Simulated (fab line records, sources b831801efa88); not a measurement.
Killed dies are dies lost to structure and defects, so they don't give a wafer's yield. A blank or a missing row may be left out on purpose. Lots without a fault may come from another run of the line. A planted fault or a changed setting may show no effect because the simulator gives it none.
Chamber matching | flow gf180mcu | GF_V4_CMP_26 on cmp-02: 3 sister chambers
The step polishes, stops on SiO2, t overpolish 15 s, target thk 0 nm. 6 wafers are shown with their chamber, then 6 later ones without.

WAFERS WITH THEIR CHAMBER
wafer  | chamber | motor_current_A (A) | time_to_endpoint_s (s)
L440.6 | 2       | 10.4                | 78
L441.6 | 2       | 9.9                 | 82
L442.4 | 3       | 9.8                 | 79
L442.6 | 1       | 14.7                | 87
L452.2 | 1       | 13.8                | 88
L452.3 | 3       | 9.8                 | 77

WAFERS WITHOUT THEIR CHAMBER
wafer  | motor_current_A (A) | time_to_endpoint_s (s)
L452.6 | 10.1                | 77
L457.1 | 9.4                 | 80
L457.3 | 10.4                | 78
L457.4 | 15.3                | 87
L459.2 | 10.2                | 81
L459.5 | 9.7                 | 81

WHICH CHAMBER EACH WENT THROUGH
wafer  | from the rows above     | in truth
L452.6 | can't be placed: 3 or 2 | 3
L457.1 | can't be placed: 3 or 2 | 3
L457.3 | can't be placed: 2 or 3 | 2
L457.4 | 1                       | 1
L459.2 | can't be placed: 2 or 3 | 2
L459.5 | can't be placed: 2 or 3 | 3
Placed correctly: 1 of 6. Can't be placed from these rows: 5 (the true chamber is among the candidates in 5). Placed wrongly: 0.
How it was worked out, from the rows above alone: a wafer's distance from a chamber is the root of the sum, over the readings, of the square of ((its reading less the chamber's mean) divided by the reading's scatter). The wafer belongs to the nearest chamber; if the next one is less than 2 further off, it can't be placed. A chamber's mean is the mean of its shown wafers. The scatter: the root of (the sum of the squares of (reading less its chamber's mean) over the shown wafers, divided by (wafers less chambers)).
